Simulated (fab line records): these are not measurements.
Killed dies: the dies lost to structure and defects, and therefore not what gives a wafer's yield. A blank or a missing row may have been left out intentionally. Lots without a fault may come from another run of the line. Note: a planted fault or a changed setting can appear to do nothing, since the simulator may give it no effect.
A sampling plan put to the test ; flow sfq line ; 63 faults told of in these records, all on one fab line, each judged by the records of the lots it struck
The plan consists of the line's own looks: route steps at which the wafer is read by a gauge or an inspection but not changed. A look can be judged if struck wafers have a number there and the file gives its usual mean and standard deviation on fault-free wafers. Caught: the struck wafers' mean, at a look after the fault's first step, is 4 or more of those standard deviations (sigma) away from the usual mean. On the tool: the fault's steps, tested the same way using the tool's own readings. A different recipe on the struck wafers counts as caught too, as does a record blank only for those wafers.

## THE FAULTS, as the simulator had put them in
1. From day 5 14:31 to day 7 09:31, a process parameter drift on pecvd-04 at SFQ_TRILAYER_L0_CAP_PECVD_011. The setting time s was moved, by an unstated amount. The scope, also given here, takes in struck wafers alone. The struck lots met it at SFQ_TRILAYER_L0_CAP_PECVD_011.
2. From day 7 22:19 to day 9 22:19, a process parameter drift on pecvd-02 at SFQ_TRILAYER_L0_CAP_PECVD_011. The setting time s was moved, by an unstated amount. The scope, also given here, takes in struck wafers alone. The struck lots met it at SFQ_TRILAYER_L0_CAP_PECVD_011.
3. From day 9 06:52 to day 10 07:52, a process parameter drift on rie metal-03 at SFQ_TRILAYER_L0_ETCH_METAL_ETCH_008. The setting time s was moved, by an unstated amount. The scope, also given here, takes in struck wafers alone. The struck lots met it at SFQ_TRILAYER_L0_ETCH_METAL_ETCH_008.
4. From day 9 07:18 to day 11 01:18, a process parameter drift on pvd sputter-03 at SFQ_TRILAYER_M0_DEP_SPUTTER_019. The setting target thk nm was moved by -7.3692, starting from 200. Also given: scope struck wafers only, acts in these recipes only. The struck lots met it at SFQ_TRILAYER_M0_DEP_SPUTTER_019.
5. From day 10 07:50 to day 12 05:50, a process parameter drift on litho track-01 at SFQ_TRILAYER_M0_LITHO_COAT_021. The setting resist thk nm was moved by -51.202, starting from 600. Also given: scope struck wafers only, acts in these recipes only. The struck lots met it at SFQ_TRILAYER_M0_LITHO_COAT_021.
6. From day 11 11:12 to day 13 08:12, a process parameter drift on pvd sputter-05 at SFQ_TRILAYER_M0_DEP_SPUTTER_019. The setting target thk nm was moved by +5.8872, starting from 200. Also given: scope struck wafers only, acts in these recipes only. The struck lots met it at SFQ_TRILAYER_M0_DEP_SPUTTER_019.
7. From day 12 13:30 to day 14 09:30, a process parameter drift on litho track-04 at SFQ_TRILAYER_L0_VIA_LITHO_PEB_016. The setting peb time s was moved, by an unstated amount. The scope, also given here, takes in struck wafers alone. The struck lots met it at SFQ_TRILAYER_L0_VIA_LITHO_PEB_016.
8. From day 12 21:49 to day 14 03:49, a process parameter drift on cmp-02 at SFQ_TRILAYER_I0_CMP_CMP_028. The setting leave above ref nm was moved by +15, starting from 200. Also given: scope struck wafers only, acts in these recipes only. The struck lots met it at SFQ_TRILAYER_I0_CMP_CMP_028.
9. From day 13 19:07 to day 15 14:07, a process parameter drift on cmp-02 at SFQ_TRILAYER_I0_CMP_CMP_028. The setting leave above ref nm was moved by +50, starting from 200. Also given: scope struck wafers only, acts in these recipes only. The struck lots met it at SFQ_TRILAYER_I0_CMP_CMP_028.
10. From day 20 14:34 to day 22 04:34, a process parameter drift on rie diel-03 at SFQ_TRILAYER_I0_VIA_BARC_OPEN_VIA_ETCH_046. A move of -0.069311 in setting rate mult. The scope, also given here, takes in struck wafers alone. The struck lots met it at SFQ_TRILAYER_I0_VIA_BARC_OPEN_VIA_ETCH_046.
11. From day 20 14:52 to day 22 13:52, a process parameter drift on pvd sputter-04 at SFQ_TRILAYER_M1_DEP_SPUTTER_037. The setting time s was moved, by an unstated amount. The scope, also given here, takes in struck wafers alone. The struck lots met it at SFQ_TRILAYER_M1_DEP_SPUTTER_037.
12. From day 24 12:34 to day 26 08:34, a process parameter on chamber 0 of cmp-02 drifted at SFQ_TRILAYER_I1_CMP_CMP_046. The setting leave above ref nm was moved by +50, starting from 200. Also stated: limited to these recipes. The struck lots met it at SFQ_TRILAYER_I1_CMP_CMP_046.
13. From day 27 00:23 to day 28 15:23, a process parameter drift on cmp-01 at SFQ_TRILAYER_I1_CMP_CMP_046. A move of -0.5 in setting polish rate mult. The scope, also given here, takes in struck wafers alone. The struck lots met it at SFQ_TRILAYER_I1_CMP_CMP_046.
14. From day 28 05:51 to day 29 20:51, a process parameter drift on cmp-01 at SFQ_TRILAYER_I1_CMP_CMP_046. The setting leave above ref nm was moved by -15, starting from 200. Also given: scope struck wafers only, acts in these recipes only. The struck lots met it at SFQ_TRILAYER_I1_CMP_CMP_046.
15. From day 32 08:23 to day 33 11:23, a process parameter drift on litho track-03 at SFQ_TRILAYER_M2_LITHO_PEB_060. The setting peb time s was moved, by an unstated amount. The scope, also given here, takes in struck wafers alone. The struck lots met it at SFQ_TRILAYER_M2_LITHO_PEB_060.
16. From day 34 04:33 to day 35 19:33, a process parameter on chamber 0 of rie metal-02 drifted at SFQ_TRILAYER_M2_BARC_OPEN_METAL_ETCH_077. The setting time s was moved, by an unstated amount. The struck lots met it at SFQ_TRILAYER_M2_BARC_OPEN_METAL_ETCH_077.
17. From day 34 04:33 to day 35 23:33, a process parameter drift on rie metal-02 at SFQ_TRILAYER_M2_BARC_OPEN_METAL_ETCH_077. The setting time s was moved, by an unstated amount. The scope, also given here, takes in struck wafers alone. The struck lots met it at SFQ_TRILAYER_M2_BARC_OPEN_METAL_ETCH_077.
18. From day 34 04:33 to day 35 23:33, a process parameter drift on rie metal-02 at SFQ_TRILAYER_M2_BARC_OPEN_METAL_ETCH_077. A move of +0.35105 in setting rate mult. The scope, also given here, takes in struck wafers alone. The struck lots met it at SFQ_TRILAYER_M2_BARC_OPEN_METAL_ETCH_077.
19. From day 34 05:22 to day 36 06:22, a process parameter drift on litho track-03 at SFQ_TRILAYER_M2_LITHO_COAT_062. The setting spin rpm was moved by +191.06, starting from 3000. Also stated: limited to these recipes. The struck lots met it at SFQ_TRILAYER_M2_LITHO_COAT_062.
20. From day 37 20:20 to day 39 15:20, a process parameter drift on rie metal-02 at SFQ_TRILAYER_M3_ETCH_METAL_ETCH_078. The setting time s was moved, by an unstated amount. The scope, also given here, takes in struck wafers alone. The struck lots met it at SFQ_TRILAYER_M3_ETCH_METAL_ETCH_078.
21. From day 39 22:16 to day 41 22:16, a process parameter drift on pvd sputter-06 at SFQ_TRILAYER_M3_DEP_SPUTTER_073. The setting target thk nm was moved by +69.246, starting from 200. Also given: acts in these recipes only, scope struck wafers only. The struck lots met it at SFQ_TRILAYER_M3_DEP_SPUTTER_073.
22. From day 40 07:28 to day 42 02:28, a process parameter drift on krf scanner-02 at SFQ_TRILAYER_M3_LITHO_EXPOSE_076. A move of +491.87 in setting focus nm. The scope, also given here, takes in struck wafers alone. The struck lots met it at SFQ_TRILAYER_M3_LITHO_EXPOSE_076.
23. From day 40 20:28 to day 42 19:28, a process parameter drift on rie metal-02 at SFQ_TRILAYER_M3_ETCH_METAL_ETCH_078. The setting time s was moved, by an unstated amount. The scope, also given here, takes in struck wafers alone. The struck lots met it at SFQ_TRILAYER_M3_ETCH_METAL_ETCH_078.
24. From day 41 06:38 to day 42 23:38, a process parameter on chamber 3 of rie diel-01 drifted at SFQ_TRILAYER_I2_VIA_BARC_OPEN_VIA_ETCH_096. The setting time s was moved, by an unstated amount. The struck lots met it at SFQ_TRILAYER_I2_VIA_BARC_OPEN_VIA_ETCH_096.
25. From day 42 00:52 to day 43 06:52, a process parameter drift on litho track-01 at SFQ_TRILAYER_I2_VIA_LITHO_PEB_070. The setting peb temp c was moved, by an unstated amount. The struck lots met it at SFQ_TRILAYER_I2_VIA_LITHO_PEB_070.
26. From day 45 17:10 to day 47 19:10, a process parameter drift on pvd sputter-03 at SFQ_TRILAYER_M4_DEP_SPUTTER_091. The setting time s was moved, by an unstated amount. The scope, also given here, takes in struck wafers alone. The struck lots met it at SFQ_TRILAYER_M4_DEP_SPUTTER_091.
27. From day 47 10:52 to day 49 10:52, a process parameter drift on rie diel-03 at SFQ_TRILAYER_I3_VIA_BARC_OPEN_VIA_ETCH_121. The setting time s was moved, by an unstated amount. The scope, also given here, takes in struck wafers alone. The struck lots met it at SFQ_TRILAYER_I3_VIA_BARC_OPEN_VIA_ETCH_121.
28. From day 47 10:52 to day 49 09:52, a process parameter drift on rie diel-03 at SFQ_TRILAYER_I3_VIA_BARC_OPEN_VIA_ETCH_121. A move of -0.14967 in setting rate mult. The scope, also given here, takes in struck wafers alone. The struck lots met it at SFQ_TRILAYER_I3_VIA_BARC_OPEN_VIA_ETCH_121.
29. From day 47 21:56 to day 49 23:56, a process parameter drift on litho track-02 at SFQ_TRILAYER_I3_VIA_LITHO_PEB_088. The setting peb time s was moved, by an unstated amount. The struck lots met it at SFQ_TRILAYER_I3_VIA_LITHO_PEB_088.
30. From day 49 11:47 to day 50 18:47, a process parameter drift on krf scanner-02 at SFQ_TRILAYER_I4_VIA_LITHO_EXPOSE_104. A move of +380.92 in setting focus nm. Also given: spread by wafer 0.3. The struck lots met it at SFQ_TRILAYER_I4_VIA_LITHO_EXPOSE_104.
31. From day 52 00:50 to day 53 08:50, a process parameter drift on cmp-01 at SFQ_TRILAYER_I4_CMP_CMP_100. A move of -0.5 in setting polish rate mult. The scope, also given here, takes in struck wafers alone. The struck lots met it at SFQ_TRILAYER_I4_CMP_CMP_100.
32. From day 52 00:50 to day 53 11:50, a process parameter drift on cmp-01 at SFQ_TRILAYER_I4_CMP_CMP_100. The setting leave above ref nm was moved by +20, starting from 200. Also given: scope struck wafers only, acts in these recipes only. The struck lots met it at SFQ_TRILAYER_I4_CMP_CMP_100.
33. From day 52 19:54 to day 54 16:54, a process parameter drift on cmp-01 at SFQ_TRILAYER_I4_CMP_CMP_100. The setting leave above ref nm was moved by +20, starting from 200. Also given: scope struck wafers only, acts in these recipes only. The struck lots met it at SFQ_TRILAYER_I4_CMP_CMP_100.
34. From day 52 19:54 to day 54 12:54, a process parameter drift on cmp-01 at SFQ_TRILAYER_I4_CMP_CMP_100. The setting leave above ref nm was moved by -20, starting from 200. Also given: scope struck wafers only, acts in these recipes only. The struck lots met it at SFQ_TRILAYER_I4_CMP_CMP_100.
35. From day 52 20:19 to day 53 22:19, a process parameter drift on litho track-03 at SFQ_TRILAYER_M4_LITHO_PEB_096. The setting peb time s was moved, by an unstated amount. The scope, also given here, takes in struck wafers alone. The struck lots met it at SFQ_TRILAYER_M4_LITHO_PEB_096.
36. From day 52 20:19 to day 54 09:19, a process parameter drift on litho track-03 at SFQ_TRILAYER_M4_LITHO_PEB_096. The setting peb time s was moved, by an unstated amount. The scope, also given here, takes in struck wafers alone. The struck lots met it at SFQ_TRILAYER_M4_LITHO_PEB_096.
37. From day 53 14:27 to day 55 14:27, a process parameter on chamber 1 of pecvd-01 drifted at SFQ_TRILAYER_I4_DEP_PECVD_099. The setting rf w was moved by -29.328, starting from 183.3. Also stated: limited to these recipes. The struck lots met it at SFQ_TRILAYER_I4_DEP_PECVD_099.
38. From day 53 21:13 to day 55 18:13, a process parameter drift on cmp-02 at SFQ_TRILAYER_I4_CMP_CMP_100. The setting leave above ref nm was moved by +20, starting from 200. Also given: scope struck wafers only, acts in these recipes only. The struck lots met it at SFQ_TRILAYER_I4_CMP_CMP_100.
39. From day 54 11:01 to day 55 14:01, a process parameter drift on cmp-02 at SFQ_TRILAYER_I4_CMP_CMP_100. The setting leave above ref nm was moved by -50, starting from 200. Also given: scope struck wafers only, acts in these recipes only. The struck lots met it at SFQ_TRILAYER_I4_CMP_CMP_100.
40. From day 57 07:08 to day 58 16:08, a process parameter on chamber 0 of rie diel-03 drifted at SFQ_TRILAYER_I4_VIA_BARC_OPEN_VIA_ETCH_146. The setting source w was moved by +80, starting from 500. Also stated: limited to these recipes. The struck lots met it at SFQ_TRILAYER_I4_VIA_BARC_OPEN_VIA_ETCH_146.
41. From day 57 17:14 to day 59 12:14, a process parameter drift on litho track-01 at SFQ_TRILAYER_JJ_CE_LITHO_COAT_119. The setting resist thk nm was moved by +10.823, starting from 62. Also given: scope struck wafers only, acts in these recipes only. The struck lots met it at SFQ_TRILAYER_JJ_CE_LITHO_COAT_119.
42. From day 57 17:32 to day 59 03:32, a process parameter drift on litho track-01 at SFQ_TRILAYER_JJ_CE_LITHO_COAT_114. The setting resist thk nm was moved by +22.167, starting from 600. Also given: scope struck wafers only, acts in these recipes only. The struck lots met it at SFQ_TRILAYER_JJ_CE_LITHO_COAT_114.
43. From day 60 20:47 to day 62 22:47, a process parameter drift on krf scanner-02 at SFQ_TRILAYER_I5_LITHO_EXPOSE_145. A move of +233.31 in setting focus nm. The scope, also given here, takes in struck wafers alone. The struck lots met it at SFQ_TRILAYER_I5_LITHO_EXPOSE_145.
44. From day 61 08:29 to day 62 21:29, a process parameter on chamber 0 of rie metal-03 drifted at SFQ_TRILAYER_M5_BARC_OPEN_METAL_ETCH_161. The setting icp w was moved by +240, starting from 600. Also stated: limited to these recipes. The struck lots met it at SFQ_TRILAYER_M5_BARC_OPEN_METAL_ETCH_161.
45. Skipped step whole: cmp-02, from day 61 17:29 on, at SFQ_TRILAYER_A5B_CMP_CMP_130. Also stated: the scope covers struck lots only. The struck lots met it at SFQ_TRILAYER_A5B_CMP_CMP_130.
46. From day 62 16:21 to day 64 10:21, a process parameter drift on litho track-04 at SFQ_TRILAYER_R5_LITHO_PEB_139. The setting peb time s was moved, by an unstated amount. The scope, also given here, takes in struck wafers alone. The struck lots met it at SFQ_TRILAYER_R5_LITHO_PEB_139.
47. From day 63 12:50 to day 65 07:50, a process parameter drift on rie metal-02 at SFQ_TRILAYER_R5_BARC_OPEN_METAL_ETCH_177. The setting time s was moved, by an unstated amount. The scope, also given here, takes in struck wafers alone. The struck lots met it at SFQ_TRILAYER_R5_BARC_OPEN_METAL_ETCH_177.
48. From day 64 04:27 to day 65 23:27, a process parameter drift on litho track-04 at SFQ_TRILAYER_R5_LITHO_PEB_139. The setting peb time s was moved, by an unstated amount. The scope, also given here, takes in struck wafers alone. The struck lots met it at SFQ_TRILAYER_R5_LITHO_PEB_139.
49. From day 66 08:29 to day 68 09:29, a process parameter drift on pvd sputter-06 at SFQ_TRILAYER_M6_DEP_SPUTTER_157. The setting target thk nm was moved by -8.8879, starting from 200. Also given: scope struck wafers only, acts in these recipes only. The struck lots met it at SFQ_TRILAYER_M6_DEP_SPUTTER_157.
50. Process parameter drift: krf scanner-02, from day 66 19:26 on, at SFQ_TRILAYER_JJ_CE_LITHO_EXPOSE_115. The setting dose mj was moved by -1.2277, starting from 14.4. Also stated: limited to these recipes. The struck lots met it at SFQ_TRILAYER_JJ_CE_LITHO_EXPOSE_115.
51. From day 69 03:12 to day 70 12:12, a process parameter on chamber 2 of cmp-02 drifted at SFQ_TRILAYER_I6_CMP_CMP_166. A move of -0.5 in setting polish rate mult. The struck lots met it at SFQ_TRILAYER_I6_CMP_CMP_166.
52. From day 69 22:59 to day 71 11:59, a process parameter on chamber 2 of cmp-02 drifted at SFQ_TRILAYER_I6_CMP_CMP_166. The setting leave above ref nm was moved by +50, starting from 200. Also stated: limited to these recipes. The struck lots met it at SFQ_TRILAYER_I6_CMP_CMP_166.
53. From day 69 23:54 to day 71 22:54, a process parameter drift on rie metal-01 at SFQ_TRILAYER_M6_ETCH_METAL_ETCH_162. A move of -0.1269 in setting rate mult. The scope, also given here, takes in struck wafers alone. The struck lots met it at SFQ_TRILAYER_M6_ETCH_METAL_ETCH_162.
54. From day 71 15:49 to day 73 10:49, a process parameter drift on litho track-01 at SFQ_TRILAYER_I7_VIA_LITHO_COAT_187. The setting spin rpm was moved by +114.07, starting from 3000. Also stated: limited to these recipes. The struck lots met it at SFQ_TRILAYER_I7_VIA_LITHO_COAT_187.
55. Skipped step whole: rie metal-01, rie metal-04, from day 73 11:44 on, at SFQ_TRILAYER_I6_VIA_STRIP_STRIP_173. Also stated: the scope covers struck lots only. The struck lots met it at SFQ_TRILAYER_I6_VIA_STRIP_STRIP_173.
56. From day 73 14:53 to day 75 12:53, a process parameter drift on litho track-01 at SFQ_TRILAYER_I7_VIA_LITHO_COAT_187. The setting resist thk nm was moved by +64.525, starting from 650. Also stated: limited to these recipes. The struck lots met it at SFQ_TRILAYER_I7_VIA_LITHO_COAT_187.
57. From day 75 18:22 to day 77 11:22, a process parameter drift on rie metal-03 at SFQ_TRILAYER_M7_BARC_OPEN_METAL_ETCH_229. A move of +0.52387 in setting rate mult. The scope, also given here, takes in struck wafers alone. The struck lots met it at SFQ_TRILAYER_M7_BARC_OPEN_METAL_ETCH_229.
58. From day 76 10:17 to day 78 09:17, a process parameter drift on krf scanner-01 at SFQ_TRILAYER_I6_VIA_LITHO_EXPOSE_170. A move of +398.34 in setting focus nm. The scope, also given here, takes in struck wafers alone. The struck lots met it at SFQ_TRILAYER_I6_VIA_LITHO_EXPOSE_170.
59. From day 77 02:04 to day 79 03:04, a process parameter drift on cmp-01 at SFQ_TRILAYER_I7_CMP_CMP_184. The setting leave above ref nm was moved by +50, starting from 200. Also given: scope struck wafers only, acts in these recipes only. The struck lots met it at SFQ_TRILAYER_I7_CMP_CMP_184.
60. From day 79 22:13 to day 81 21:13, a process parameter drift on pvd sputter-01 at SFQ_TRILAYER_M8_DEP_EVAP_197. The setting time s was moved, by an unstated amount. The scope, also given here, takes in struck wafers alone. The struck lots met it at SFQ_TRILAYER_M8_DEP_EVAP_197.
61. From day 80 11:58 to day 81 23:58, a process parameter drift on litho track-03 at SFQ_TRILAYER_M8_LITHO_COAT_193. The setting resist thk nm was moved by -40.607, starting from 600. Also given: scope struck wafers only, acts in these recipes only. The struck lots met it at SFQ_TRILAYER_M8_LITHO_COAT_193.
62. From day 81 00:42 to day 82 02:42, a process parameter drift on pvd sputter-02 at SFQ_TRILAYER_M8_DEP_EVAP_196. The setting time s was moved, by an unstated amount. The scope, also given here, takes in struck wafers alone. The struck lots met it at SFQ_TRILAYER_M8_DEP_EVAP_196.
63. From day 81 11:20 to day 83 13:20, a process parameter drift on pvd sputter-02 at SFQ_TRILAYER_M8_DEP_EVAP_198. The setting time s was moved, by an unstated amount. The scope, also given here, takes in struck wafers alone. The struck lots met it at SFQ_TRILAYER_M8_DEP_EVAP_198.

## WHAT THE PLAN SAW
fault;on the tool itself;first look that catches it;reading, sigma;median hours from its first step to that look;hours from the fault's start to the first struck lot there;judged looks passed uncaught
1;under 2 sigma;no look after it can be judged;-;-;-;0
2;under 2 sigma;no look after it can be judged;-;-;-;0
3;oes product au +14 sigma;no look after it can be judged;-;-;-;0
4;under 2 sigma;none of the 5 looks that can be judged after it;strongest: M0_NB_RS at SFQ_M0_RS_MEAS_904, +3.7;-;-;5
5;no reading that can be judged;not the one look that can be judged after it;-;-;-;1
6;under 2 sigma;none of the 5 looks that can be judged after it;strongest: I0_BOW at SFQ_I0_BOW_MEAS_907, +2.2;-;-;5
7;under 2 sigma;not the one look that can be judged after it;-;-;-;1
8;only faintly: time to endpoint s -2.1 sigma;no look after it can be judged;-;-;-;0
9;only faintly: time to endpoint s -3.6 sigma;not the one look that can be judged after it;-;-;-;1
10;under 2 sigma;no look after it can be judged;-;-;-;0
11;under 2 sigma;SFQ_M1_RS_MEAS_909;M1_NB_RS -9.2;0.1;19;0
12;time to endpoint s -5.2 sigma;no look after it can be judged;-;-;-;0
13;time to endpoint s +8.2 sigma;not the one look that can be judged after it;-;-;-;1
14;under 2 sigma;not the one look that can be judged after it;-;-;-;1
15;heater power total W +20 sigma;not the one look that can be judged after it;-;-;-;1
16;oes product au +12 sigma;no look after it can be judged;-;-;-;0
17;oes product au +18 sigma;no look after it can be judged;-;-;-;0
18;under 2 sigma;no look after it can be judged;-;-;-;0
19;spin speed rpm +99 or beyond sigma;not the one look that can be judged after it;-;-;-;1
20;run length s +61 sigma;no look after it can be judged;-;-;-;0
21;under 2 sigma;SFQ_M3_RS_MEAS_919;M3_NB_RS -20;0.1;17;0
22;under 2 sigma;not the one look that can be judged after it;-;-;-;1
23;run length s -67 sigma;none of the 5 looks that can be judged after it;-;-;-;5
24;run length s +7.3 sigma;no look after it can be judged;-;-;-;0
25;heater power total W -17 sigma;not the one look that can be judged after it;-;-;-;1
26;under 2 sigma;SFQ_M4_RS_MEAS_924;M4_NB_RS +19;0.1;29;0
27;run length s +10 sigma;no look after it can be judged;-;-;-;0
28;under 2 sigma;no look after it can be judged;-;-;-;0
29;under 2 sigma;not the one look that can be judged after it;-;-;-;1
30;no reading that can be judged;not the one look that can be judged after it;-;-;-;1
31;time to endpoint s +7.2 sigma;none of the 2 looks that can be judged after it;-;-;-;2
32;under 2 sigma;no look after it can be judged;-;-;-;0
33;under 2 sigma;not the one look that can be judged after it;-;-;-;1
34;under 2 sigma;no look after it can be judged;-;-;-;0
35;under 2 sigma;not the one look that can be judged after it;-;-;-;1
36;under 2 sigma;not the one look that can be judged after it;-;-;-;1
37;rf fwd power W -43 sigma;no look after it can be judged;-;-;-;0
38;under 2 sigma;not the one look that can be judged after it;-;-;-;1
39;only faintly: time to endpoint s +3.5 sigma;no look after it can be judged;-;-;-;0
40;rf fwd power W +34 sigma;no look after it can be judged;-;-;-;0
41;under 2 sigma;no look after it can be judged;-;-;-;0
42;under 2 sigma;not the one look that can be judged after it;-;-;-;1
43;no reading that can be judged;not the one look that can be judged after it;-;-;-;1
44;rf fwd power W +89 sigma;no look after it can be judged;-;-;-;0
45;the tool's record is blank for the struck wafers;none of the 2 looks that can be judged after it;-;-;-;2
46;no reading that can be judged;not the one look that can be judged after it;-;-;-;1
47;oes product au +16 sigma;no look after it can be judged;-;-;-;0
48;under 2 sigma;not the one look that can be judged after it;-;-;-;1
49;under 2 sigma;SFQ_M6_RS_MEAS_938;M6_NB_RS +4.4;0.1;23;0
50;exposure dose mJ cm2 -76 sigma;not the one look that can be judged after it;-;-;-;1
51;time to endpoint s +7.2 sigma;none of the 5 looks that can be judged after it;-;-;-;5
52;time to endpoint s -5.1 sigma;no look after it can be judged;-;-;-;0
53;under 2 sigma;no look after it can be judged;-;-;-;0
54;spin speed rpm +60 sigma;not the one look that can be judged after it;-;-;-;1
55;no reading that can be judged;none of the 5 looks that can be judged after it;-;-;-;5
56;no reading that can be judged;not the one look that can be judged after it;-;-;-;1
57;under 2 sigma;no look after it can be judged;-;-;-;0
58;no reading that can be judged;not the one look that can be judged after it;-;-;-;1
59;time to endpoint s -5.5 sigma;no look after it can be judged;-;-;-;0
60;no reading that can be judged;no look after it can be judged;-;-;-;0
61;under 2 sigma;not the one look that can be judged after it;-;-;-;1
62;no reading that can be judged;SFQ_M8_RS_MEAS_949;M8_AU_RS -6.6;0.5;10;0
63;no reading that can be judged;no look after it can be judged;-;-;-;0
A dash: the fault is not caught, or the number is missing from these records.

Caught at a look: 5 of 63. Caught on the tool: 23 of 63. By one or the other: 28 of 63.
On the tool alone, faults 3, 12, 13, 15, 16, 17, 19, 20, 23, 24, 25, 27, 31, 37, 40, 44, 45, 47, 50, 51, 52, 54, 59 were caught.
Caught at a look alone: faults 11, 21, 26, 49, 62.
Caught by neither: faults 1, 2, 4, 5, 6, 7, 8, 9, 10, 14, 18, 22, 28, 29, 30, 32, 33, 34, 35, 36, 38, 39, 41, 42, 43, 46, 48, 53, 55, 56, 57, 58, 60, 61, 63.

## THINNER SAMPLING
In the worst case, this is how late the first struck lot would be measured if the look that catches a fault measured only every second or every third lot, by lot number:
fault;struck lots at that look, in order of time;every lot;every second lot;every third lot
11;L178, L179, L180;19 h;30 h;37 h
21;L146, L148;17 h;may miss all 2;may miss all 2
26;L837;29 h;may miss it;may miss it
49;L736, L737, L739;23 h;30 h;may miss all 3
62;L427;10 h;may miss it;may miss it
Hours are from the fault's start to the first struck lot that is measured. The test against the limit of 4 sigma pooled every struck wafer, which means one lot taken alone may stay below that limit. Other struck lots may not be in these records.

## THE LONGEST TIMED WAY FROM STEP TO LOOK
For fault 62, SFQ_TRILAYER_M8_DEP_EVAP_196 and SFQ_M8_RS_MEAS_949 are separated by a median of 0.5 hours. No look between them can be judged.
